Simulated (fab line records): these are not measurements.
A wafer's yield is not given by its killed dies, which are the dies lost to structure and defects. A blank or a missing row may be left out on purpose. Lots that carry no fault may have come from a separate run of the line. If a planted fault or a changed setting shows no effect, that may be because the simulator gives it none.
Matching of chambers + flow gf180mcu + pecvd-03 running GF_SAB_CVD_00: 3 sister chambers
The step deposits SiO2 from TEOS, target thk 50 nm, time 4.9302 s. 3 wafers are shown with their chamber, then 9 later ones without.

WAFERS PAIRED WITH THEIR CHAMBERS
| wafer  | chamber | heater-power-outer-w (W) |
|--------|---------|--------------------------|
| L839.5 | 1       | 382                      |
| L843.1 | 0       | 417                      |
| L843.4 | 2       | 342                      |

WAFERS WHOSE CHAMBER IS MISSING
| wafer  | heater-power-outer-w (W) |
|--------|--------------------------|
| L844.1 | 340                      |
| L844.3 | 340                      |
| L844.4 | 344                      |
| L845.1 | 417                      |
| L845.4 | 373                      |
| L845.6 | 347                      |
| L846.3 | 414                      |
| L846.4 | 382                      |
| L846.5 | 339                      |

WHICH CHAMBER EACH WENT THROUGH
| wafer  | from the rows above | in truth                   |
|--------|---------------------|----------------------------|
| L844.1 | 2                   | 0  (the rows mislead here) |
| L844.3 | 2                   | 2                          |
| L844.4 | 2                   | 2                          |
| L845.1 | 0                   | 0                          |
| L845.4 | 1                   | 1                          |
| L845.6 | 2                   | 2                          |
| L846.3 | 0                   | 0                          |
| L846.4 | 1                   | 1                          |
| L846.5 | 2                   | 2                          |
8 of 9 placed correctly. Number that these rows cannot place: 0. Number placed wrongly: 1.
How it was worked out, from the rows above alone: a wafer's distance from a chamber is the root of the sum, over the readings, of the square of ((its reading less the chamber's mean) divided by the reading's scatter). If the next closest chamber is less than 2 further off than the closest, the wafer can't be placed; otherwise it belongs to the closest. Each chamber's mean is taken over the wafers shown for it. The scatter: with one shown wafer a chamber, the root of the mean of the squares of how far each hidden wafer lies from its nearest shown one.
